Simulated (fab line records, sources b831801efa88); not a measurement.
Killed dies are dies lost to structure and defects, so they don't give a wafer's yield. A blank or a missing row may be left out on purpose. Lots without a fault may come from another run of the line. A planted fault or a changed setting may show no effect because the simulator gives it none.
fab line records | flow gf180mcu
record lots=15 wafers=45 last_day=34
route steps=602 shown POLY_GATE@170 HV_LDD@197 CONTACT@301 M1@315
lots that met no fault: from a run of the same line without faults
start_h: hours from the record's first day to the start of the lot's first wafer shown | wait_h: hours since the lot's step before | " the same as in the row above | L1.1+2: a row that stands for several wafers | - no value, or no start given | * or withheld: withheld | < > ~ a bound
route shown NAME@n: a module of which the file shows steps, and the number in the route of the first | usual: mean/standard deviation of fault-free wafers | same: alike in all rows | chamber/n: place in a boat | sites: the reading at each site | _std_site: their standard deviation | _edge_site: outer sites' mean less inner sites' | radius_mm: how far each site lies from the wafer's centre | mask NAME#n: copy n | behind: the tool/chamber that last shaped the wafer | hold: why the lot was held/for how many hours/how that ended | device: the transistor (n, p or np) that didn't switch | end of line: the same wafers' tests at the end of the route | a step without rows: its recipe alone | killed: dies lost to structure and defects at the first sort, not the wafer's yield | map: a wafer's dies, x killed, . not, _ none there
set.NAME: the setting as run; set.NAME@STEP: as run at that earlier step | model.NAME: the simulator's own value behind a step, which no gauge read
steps of the route over a sample of lots; a table a step, a row a wafer
services: from which hour (start_h, from the record's first day; less than 0 if before it) a tool's chamber was out of use, for how many hours, and why
## steps
# step GF_POLY_GATE_ETCH_13
# recipe target=poly-Si target_depth_nm=198.5 stop_on=SiO2 over_etch_frac=0.403 chemistry=HBr/Cl2 icp_w=400 bias_w=100 pressure_mtorr=10 HBr_flow_sccm=150 Cl2_flow_sccm=50 time_s=69.6
# usual drypump_motor_current_A=5.7/0.44 oes_product_au=0.993/0.009 throttle_valve_pct=33.684/0.0091
# columns lot.wafer tool chamber start_h wait_h drypump_motor_current_A oes_product_au rf_hours_counter_h throttle_valve_pct
L487.2 rie_si-01 1 191.91 - 5.5 0.977 1 33.692
L487.3 " 0 " " 6.3 0.997 3 33.680
L487.5 " 2 " " 5.6 1.001 - 33.707
L488.3 rie_si-02 1 201.51 - 4.9 0.990 79 33.683
L488.4 " 2 " " 6.1 0.988 56 33.700
L488.5 " 1 " " 4.9 0.979 - 33.700
L489.3 rie_si-01 0 204.11 - 6.4 0.998 3 33.688
L489.4 " 1 " " 5.5 0.988 1 33.676
L489.6 " 2 " " 5.6 1.003 - 33.669
L490.2 rie_si-01 2 218.10 - 5.6 0.997 19 33.681
L490.4 " 1 " " 5.5 0.977 1 33.671
L490.5 " 0 " " 6.4 0.997 - 33.686
L492.1 rie_si-01 2 234.59 - 5.6 1.015 19 33.682
L492.2 " 0 " " 6.4 0.994 4 33.686
L492.3 " 1 " " 5.5 0.988 1 33.694
L491.1 rie_si-02 2 236.51 - 6.1 1.000 56 33.689
L491.2 " 1 " " 4.9 0.993 80 33.687
L491.4 " 3 " " 5.7 0.991 0 33.679
L495.1 rie_si-02 1 261.76 - 4.9 0.987 80 33.671
L495.2 " 0 " " 5.8 0.986 53 33.677
L495.4 " 3 " " 5.7 0.992 1 33.689
L497.2 rie_si-02 2 276.00 - 6.1 0.985 57 33.693
L497.5 " 1 " " 4.9 0.994 - 33.687
L497.6 " 0 " " 5.8 0.990 - 33.677
L498.1 rie_si-01 1 276.16 - 5.5 1.002 2 33.681
L498.2 " 2 " " 5.7 1.005 20 33.699
L498.6 " 0 " " 6.4 1.001 - 33.677
L501.1 rie_si-01 1 298.30 - 5.5 0.983 2 33.675
L501.3 " 3 " " 5.3 0.986 92 33.664
L501.4 " 0 " " 6.4 0.986 4 33.698
L500.2 rie_si-02 3 298.76 - 5.7 0.989 1 33.689
L500.4 " 2 " " 6.1 0.987 57 33.687
L500.5 " 0 " " 5.8 0.989 - 33.685
L502.1 rie_si-01 1 312.45 - 5.5 0.989 2 33.686
L502.3 " 2 " " 5.6 0.997 20 33.674
L502.4 " 3 " " 5.3 0.997 92 33.682
L508.1 rie_si-01 2 340.84 - 5.6 0.997 21 33.671
L508.3 " 1 " " 5.5 0.982 3 33.679
L508.6 " 0 " " 6.4 0.999 - 33.682
L509.2 rie_si-01 2 347.79 - 5.6 0.993 21 33.658
L509.3 " 0 " " 6.4 0.995 5 33.683
L509.4 " 0 " " 6.4 1.004 - 33.687
L510.1 rie_si-01 2 353.29 - 5.6 0.991 21 33.685
L510.4 " 2 " " 5.6 0.990 - 33.686
L510.6 " 1 " " 5.5 0.977 - 33.690
# step GF_HV_LDD_IMPLANT_21
# recipe species=BF2 energy_kev=25.5 dose_cm2=5e+13 tilt_deg=7
# usual beam_energy_keV=25.500/0.0071 beam_on_s=10.01/0.18
# columns lot.wafer tool chamber start_h wait_h beam_energy_keV beam_on_s
L487.2 implanter-02 0 228.33 0.0 25.480 9.79
L487.3 " 0 " " 25.504 9.95
L487.5 " 0 " " 25.489 10.12
L488.3 implanter-02 0 239.90 0.1 25.498 10.20
L488.4 " 0 " " 25.499 10.05
L488.5 " 0 " " 25.495 10.30
L489.3 implanter-01 0 242.31 0.1 25.507 9.92
L489.4 " 0 " " 25.492 9.99
L489.6 " 0 " " 25.511 10.02
L490.2 implanter-02 0 255.55 0.0 25.507 10.15
L490.4 " 0 " " 25.514 10.03
L490.5 " 0 " " 25.515 10.25
L492.1 implanter-03 0 273.76 0.0 25.501 9.90
L492.2 " 0 " " 25.503 9.91
L492.3 " 0 " " 25.503 10.06
L491.1 implanter-01 0 274.96 0.0 25.495 10.35
L491.2 " 0 " " 25.500 9.92
L491.4 " 0 " " 25.506 10.13
L495.1 implanter-03 0 305.06 0.0 25.508 10.13
L495.2 " 0 " " 25.502 9.82
L495.4 " 0 " " 25.508 10.01
L497.2 implanter-03 0 321.94 0.0 25.489 10.26
L497.5 " 0 " " 25.484 9.75
L497.6 " 0 " " 25.496 9.85
L498.1 implanter-02 0 322.11 0.0 25.488 10.29
L498.2 " 0 " " 25.492 10.17
L498.6 " 0 " " 25.489 10.22
L501.1 implanter-01 - 341.86 0.0 - -
L501.3 " - " " - -
L501.4 " - " " - -
L500.2 implanter-02 - 343.08 0.0 - -
L500.4 " - " " - -
L500.5 " - " " - -
L502.1 implanter-01 - 356.71 0.0 - -
L502.3 " - " " - -
L502.4 " - " " - -
L508.1 implanter-01 0 387.11 0.0 25.498 9.69
L508.3 " 0 " " 25.491 10.12
L508.6 " 0 " " 25.495 9.91
L509.2 implanter-01 0 393.60 0.0 25.497 9.91
L509.3 " 0 " " 25.492 10.15
L509.4 " 0 " " 25.495 10.04
L510.1 implanter-02 0 401.31 0.0 25.499 9.86
L510.4 " 0 " " 25.507 9.96
L510.6 " 0 " " 25.489 9.58
# step GF_HV_LDD_TW_MEAS_23
# usual HV_LDD_2_TW=1055/5.7
# columns lot.wafer tool chamber start_h wait_h HV_LDD_2_TW
L487.2 film_metro-03 - 228.57 0.1 1060
L487.3 " - " " 1066
L487.5 " - " " 1059
L488.3 film_metro-03 - 240.12 0.1 1062
L488.4 " - " " 1058
L488.5 " - " " 1051
L489.3 film_metro-02 - 242.53 0.1 1052
L489.4 " - " " 1049
L489.6 " - " " 1049
L490.2 film_metro-01 - 255.78 0.1 1056
L490.4 " - " " 1056
L490.5 " - " " 1067
L492.1 film_metro-02 - 274.01 0.1 1051
L492.2 " - " " 1052
L492.3 " - " " 1050
L491.1 film_metro-01 - 275.21 0.1 1068
L491.2 " - " " 1057
L491.4 " - " " 1061
L495.1 film_metro-01 - 305.31 0.1 1063
L495.2 " - " " 1062
L495.4 " - " " 1066
L497.2 film_metro-02 - 322.17 0.1 1049
L497.5 " - " " 1053
L497.6 " - " " 1056
L498.1 film_metro-02 - 322.36 0.1 1055
L498.2 " - " " 1055
L498.6 " - " " 1056
L501.1 film_metro-01 - 342.11 0.1 30
L501.3 " - " " 30
L501.4 " - " " 30
L500.2 film_metro-03 - 343.32 0.1 30
L500.4 " - " " 30
L500.5 " - " " 30
L502.1 film_metro-02 - 356.96 0.1 30
L502.3 " - " " 30
L502.4 " - " " 30
L508.1 film_metro-03 - 387.36 0.1 1063
L508.3 " - " " 1064
L508.6 " - " " 1058
L509.2 film_metro-03 - 393.84 0.1 1058
L509.3 " - " " 1058
L509.4 " - " " 1057
L510.1 film_metro-02 - 401.56 0.1 1050
L510.4 " - " " 1038
L510.6 " - " " 1048
# step GF_CONTACT_CD_MEAS_14
# recipe target_cd_nm=220
# usual cd_nm=220.2/1.3
# columns lot.wafer tool chamber start_h wait_h cd_nm
L487.2 cd_sem-01 - 347.77 0.1 218.7
L487.3 " - " " 217.5
L487.5 " - " " 220.9
L488.3 cd_sem-01 - 362.39 0.1 221.9
L488.4 " - " " 221.4
L488.5 " - " " 222.8
L489.3 cd_sem-02 - 367.49 0.1 221.0
L489.4 " - " " 220.3
L489.6 " - " " 220.2
L490.2 cd_sem-02 - 384.27 0.1 219.8
L490.4 " - " " 220.2
L490.5 " - " " 220.6
L492.1 cd_sem-02 - 404.50 0.1 220.1
L492.2 " - " " 219.2
L492.3 " - " " 220.2
L491.1 cd_sem-01 - 405.65 0.1 218.0
L491.2 " - " " 218.6
L491.4 " - " " 218.0
L495.1 cd_sem-02 - 446.42 0.2 219.0
L495.2 " - " " 220.4
L495.4 " - " " 221.5
L497.2 cd_sem-01 - 467.37 0.1 219.8
L497.5 " - " " 219.7
L497.6 " - " " 220.6
L498.1 cd_sem-02 - 467.65 0.1 220.1
L498.2 " - " " 219.9
L498.6 " - " " 221.1
L508.1 cd_sem-02 - 536.95 0.1 220.3
L508.3 " - " " 220.3
L508.6 " - " " 220.8
L509.2 cd_sem-02 - 543.17 0.1 218.9
L509.3 " - " " 220.0
L509.4 " - " " 219.9
L510.1 cd_sem-01 - 552.30 0.1 219.6
L510.4 " - " " 218.8
L510.6 " - " " 219.9
# step GF_M1_SPUTTER_00
# recipe material=Ti target_thk_nm=37.5 arriving_ion_energy_ev=80 substrate_temp_c=200 chamber_pressure_pa=2 power_w=4000 time_s=150
# usual throttle_valve_pct=30.1/1.1
# columns lot.wafer tool chamber start_h wait_h throttle_valve_pct
L487.2 pvd_sputter-04 - 349.07 0.2 30.5
L487.3 " - " " 31.1
L487.5 " - " " 30.8
L488.3 pvd_sputter-01 - 363.99 0.1 28.9
L488.4 " - " " 30.7
L488.5 " - " " 28.7
L489.3 pvd_sputter-01 - 368.80 0.2 28.8
L489.4 " - " " 28.9
L489.6 " - " " 29.9
L490.2 pvd_sputter-01 - 385.55 0.2 30.6
L490.4 " - " " 28.9
L490.5 " - " " 30.2
L492.1 pvd_sputter-03 - 405.91 0.2 32.3
L492.2 " - " " 28.9
L492.3 " - " " 30.3
L491.1 pvd_sputter-01 - 407.08 0.2 28.8
L491.2 " - " " 30.1
L491.4 " - " " 28.2
L495.1 pvd_sputter-01 - 447.82 0.2 30.6
L495.2 " - " " 30.4
L495.4 " - " " 28.4
L497.2 pvd_sputter-03 - 468.70 0.2 28.6
L497.5 " - " " 28.8
L497.6 " - " " 29.8
L498.1 pvd_sputter-04 - 468.95 0.2 29.6
L498.2 " - " " 30.4
L498.6 " - " " 31.0
L508.1 pvd_sputter-04 - 538.25 0.2 30.9
L508.3 " - " " 29.9
L508.6 " - " " 30.1
L509.2 pvd_sputter-01 - 544.57 0.3 30.8
L509.3 " - " " 28.2
L509.4 " - " " 30.0
L510.1 pvd_sputter-04 - 553.59 0.1 30.8
L510.4 " - " " 29.7
L510.6 " - " " 30.0
## services
# columns tool chamber start_h hours kind
implanter-02 - 171.59 5.4 repair
pvd_sputter-01 - 180.61 8.3 repair
implanter-01 - 229.12 2.0 repair
implanter-01 - 243.04 2.9 repair
pvd_sputter-01 - 267.07 1.6 repair
implanter-02 - 267.11 4.7 pm
pvd_sputter-01 - 272.31 5.8 repair
implanter-02 - 280.44 4.0 repair
implanter-01 - 283.70 4.0 repair
pvd_sputter-04 - 295.38 0.8 repair
implanter-02 - 305.88 3.8 pm
rie_si-02 - 311.75 43.9 repair
pvd_sputter-04 - 327.26 4.4 repair
pvd_sputter-01 - 340.60 1.8 repair
rie_si-01 2 389.45 3.4 repair
rie_si-02 2 397.13 2.9 repair
rie_si-02 - 446.87 0.1 repair
rie_si-01 - 467.85 2.8 pm
implanter-02 - 470.94 5.9 repair
pvd_sputter-01 - 505.71 3.2 repair
rie_si-02 1 512.50 5.3 repair
rie_si-01 0 528.18 8.9 repair
implanter-01 - 534.16 2.9 repair
implanter-01 - 537.07 2.8 pm
## key
first_sign step=GF_HV_LDD_IMPLANT_21 reading=tool_record direction=missing
effect step=GF_HV_LDD_TW_MEAS_23 reading=HV_LDD_2_TW direction=down sigmas=99+ usual=1055 struck=30
met_at GF_HV_LDD_IMPLANT_21
struck_lots L500,L501,L502
later_rows_left_out L500.2,L500.4,L500.5,L501.1,L501.3,L501.4,L502.1,L502.3,L502.4
sort_left_out L500.2,L500.4,L500.5,L501.1,L501.3,L501.4,L502.1,L502.3,L502.4
tester_left_out L500,L501,L502
not_acting_at GF_POLY_GATE_ETCH_13,GF_CONTACT_CD_MEAS_14,GF_M1_SPUTTER_00
onset_between 322.11 341.86
fault kind=skipped_step_whole tool=implanter-01,implanter-02 chamber=- onset_h=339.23 steps=GF_HV_LDD_IMPLANT_21 scope=struck_lots_only
# tester_left_out: of these lots the tester's yield and bins aren't shown, on N5 and GAA mostly nor the transistor test; their killed dies are dies lost to structure and defects alone, not to doping, threshold or leakage, so they don't give the yield
# sort_left_out: the simulated sort isn't trusted on such a fault, so these wafers' sort isn't shown, and their yield isn't known
# later_rows_left_out: the simulator's readings of these wafers behind a module that went badly wrong aren't trusted and aren't shown, but for the sort
